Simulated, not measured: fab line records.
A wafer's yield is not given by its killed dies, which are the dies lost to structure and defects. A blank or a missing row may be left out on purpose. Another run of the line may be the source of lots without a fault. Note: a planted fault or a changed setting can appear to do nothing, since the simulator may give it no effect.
Comparing a struck lot with a sound one	flow sfq_line	42 steps out of a route of 325
Sound: the wafers L375.1, L375.3, L375.5. Struck: wafer L365.6 (L365.2, L365.3, from the same lot, were not struck and are left out); the cause is given at the end.
Per side, at each step with rows, come the tool, then ch with its chambers, and then its first start. Under that, the readings that differ: sound wafers	struck wafers	difference of the means	sigmas: that difference in standard deviations of wafers without a fault.
alike: readings whose means differ by less than 2 such deviations, and words and numbers that are the same on both sides. not compared: withheld readings, readings that some wafer has no value for, bounds like >300 that may hide the same value, and numbers for which the record gives no deviation and whose values overlap.
A row with sigmas, a row that says differs or no value, or rows on one side alone: a step with any of these is where the two part. When numbers do not overlap yet have no deviation, they are printed without sigmas and do not part them. A reading that every wafer of one side lacks parts them only if that side has two wafers or more.

first, 6 steps without rows for these wafers: SFQ_TRILAYER_I1_VIA_LITHO_COAT_054 (resist thk 62 nm); SFQ_TRILAYER_I1_VIA_LITHO_COAT_049 (resist thk 650 nm); SFQ_TRILAYER_I1_VIA_LITHO_SOFTBAKE_053; SFQ_TRILAYER_I1_VIA_LITHO_EXPOSE_050 (exposes mask I1, target cd 500 nm); SFQ_TRILAYER_I1_VIA_LITHO_PEB_052 (peb time 60 s); SFQ_TRILAYER_I1_VIA_LITHO_DEVELOP_051 (time 60 s).
SFQ_I1_OVL_MEAS_913:
  struck on overlay-02, day 32 03:22; sound on overlay-01, day 35 08:20
  alike: I1_OVL
then, 1 step without rows for these wafers: SFQ_TRILAYER_I1_VIA_BARC_OPEN_VIA_ETCH_071 (etches BARC in O2, target depth 125 nm, time 41.7 s).
SFQ_TRILAYER_I1_VIA_ETCH_VIA_ETCH_052: etches SiO2 in CHF3, stops on Nb, target depth 260 nm.
  sound on rie_diel-03 ch 0,2, day 35 08:25; struck on rie_diel-03 ch 1, day 32 03:26
  alike: drypump_motor_current_A, oes_product_au
SFQ_TRILAYER_I1_VIA_STRIP_STRIP_053: strips in O2.
  sound on rie_metal-03 ch 0,1, day 35 08:31; struck on rie_metal-01 ch 1, day 32 03:33
  alike: drypump_motor_current_A, oes_product_au
  not compared: rf_hours_counter_h
then, 2 steps without rows for these wafers: SFQ_TRILAYER_I1_VIA_STRIP_SOLV_CLEAN_054 (cleans in NMP, time 600 s); SFQ_TRILAYER_M2_DEP_PRE_CLEAN_056 (time 22.5 s).
SFQ_TRILAYER_M2_DEP_SPUTTER_055: material Nb, target thk 200 nm, time 133.3 s.
  struck on pvd_sputter-04, day 32 04:32; sound on pvd_sputter-03, day 35 09:20
reading	sound	struck	difference	sigmas
model.Nb_of_TRILAYER_M2_DEP_SPUTTER_055.thk_nm (nm)	201.5 200.1 201.3	148.4	-52.6	
  alike: cathode_dc_power_W, throttle_valve_pct
SFQ_M2_RS_MEAS_914: the measuring method here is four-point-probe.
  struck on film_metro-04, day 32 04:38; sound on film_metro-01, day 35 09:25
reading	sound	struck	difference	sigmas
M2_NB_RS (ohm/sq)	0.884 0.891 0.884	1.207	+0.321	+42
then, 6 steps without rows for these wafers: SFQ_TRILAYER_M2_LITHO_COAT_062 (resist thk 62 nm); SFQ_TRILAYER_M2_LITHO_COAT_057 (resist thk 600 nm); SFQ_TRILAYER_M2_LITHO_SOFTBAKE_061; SFQ_TRILAYER_M2_LITHO_EXPOSE_058 (exposes mask M2, target cd 500 nm); SFQ_TRILAYER_M2_LITHO_PEB_060 (peb time 60 s); SFQ_TRILAYER_M2_LITHO_DEVELOP_059 (time 60 s).
-- the record jumps here: 5 days lie between the struck wafers' starts before and after --
SFQ_M2_OVL_MEAS_916:
  struck on overlay-01, day 37 11:50; sound on overlay-01, day 41 15:05
  alike: M2_OVL
then, 1 step without rows for these wafers: SFQ_TRILAYER_M2_BARC_OPEN_METAL_ETCH_077 (etches BARC in O2, target depth 125 nm, time 41.7 s).
SFQ_TRILAYER_M2_ETCH_METAL_ETCH_060: etches Nb in Cl2/Ar, stops on SiO2, target depth 240 nm, time 120 s.
  sound on rie_metal-03 ch 0,1, day 41 15:11; struck on rie_metal-03 ch 0, day 37 11:55
reading	sound	struck	difference	sigmas
oes_product_au (a.u.)	0.903 0.894 0.902	0.757	-0.143	-22
  alike: drypump_motor_current_A
  not compared: rf_hours_counter_h
SFQ_TRILAYER_M2_STRIP_STRIP_061: strips in O2.
  sound on rie_metal-03 ch 0,1, day 41 15:19; struck on rie_metal-03 ch 0, day 37 12:03
  alike: drypump_motor_current_A, oes_product_au
  not compared: rf_hours_counter_h
then, 2 steps without rows for these wafers: SFQ_TRILAYER_M2_STRIP_SOLV_CLEAN_062 (cleans in NMP, time 600 s); SFQ_TRILAYER_I2_DEP_PECVD_063 (deposits SiO2 from SiH4/N2O, time 111.11 s, target thk 500 nm).
SFQ_TRILAYER_I2_CMP_CMP_064: polishes SiO2.
  sound on cmp-02 ch 0,3, day 41 17:40; struck on cmp-02 ch 3, day 37 15:35
  alike: motor_current_A, time_to_endpoint_s
SFQ_I2_BOW_MEAS_917:
  struck on film_metro-04, day 37 16:06; sound on film_metro-04, day 41 20:10
  alike: I2_BOW
then, 7 steps without rows for these wafers: SFQ_TRILAYER_I2_METRO_MEASURE_065; SFQ_TRILAYER_I2_VIA_LITHO_COAT_072 (resist thk 62 nm); SFQ_TRILAYER_I2_VIA_LITHO_COAT_067 (resist thk 650 nm); SFQ_TRILAYER_I2_VIA_LITHO_SOFTBAKE_071; SFQ_TRILAYER_I2_VIA_LITHO_EXPOSE_068 (exposes mask I2, target cd 500 nm); SFQ_TRILAYER_I2_VIA_LITHO_PEB_070 (peb time 60 s); SFQ_TRILAYER_I2_VIA_LITHO_DEVELOP_069 (time 60 s).
-- the record jumps here: 6 days lie between the struck wafers' starts before and after --
SFQ_I2_OVL_MEAS_918:
  struck on overlay-02, day 43 23:05; sound on overlay-01, day 48 04:01
  alike: I2_OVL
then, 1 step without rows for these wafers: SFQ_TRILAYER_I2_VIA_BARC_OPEN_VIA_ETCH_096 (etches BARC in O2, target depth 125 nm, time 41.7 s).
SFQ_TRILAYER_I2_VIA_ETCH_VIA_ETCH_070: etches SiO2 in CHF3, stops on Nb, target depth 260 nm.
  sound on rie_diel-02 ch 2,3, day 48 04:05; struck on rie_diel-04 ch 0, day 43 23:10
  alike: drypump_motor_current_A, oes_product_au
then, 3 steps without rows for these wafers: SFQ_TRILAYER_I2_VIA_STRIP_STRIP_071 (strips in O2); SFQ_TRILAYER_I2_VIA_STRIP_SOLV_CLEAN_072 (cleans in NMP, time 600 s); SFQ_TRILAYER_M3_DEP_PRE_CLEAN_074 (time 22.5 s).
-- the record jumps here: 46 days lie between the struck wafers' starts before and after --
SFQ_M8_BOW_MEAS_951:
  struck on film_metro-02, day 89 16:38; sound on film_metro-01, day 91 15:07
reading	sound	struck	difference	sigmas
M8_BOW (um)	19 18 24	-6	-26	-3
model.etest.m2.ohm_um	1.763 1.779 1.763	2.397	+0.629	
model.etest.i1.link_ohm	1.969 1.972 1.965	2.321	+0.352	
model.etest.m2.ohm_sq	0.8835 0.8896 0.8842	1.2	+0.3	
model.etest.i2.link_ohm	1.975 1.981 1.979	2.285	+0.307	

## WHERE THEY PART
At SFQ_M2_RS_MEAS_914 first; at SFQ_M8_BOW_MEAS_951 last (within this record only).

WHY: whatever the simulator had introduced
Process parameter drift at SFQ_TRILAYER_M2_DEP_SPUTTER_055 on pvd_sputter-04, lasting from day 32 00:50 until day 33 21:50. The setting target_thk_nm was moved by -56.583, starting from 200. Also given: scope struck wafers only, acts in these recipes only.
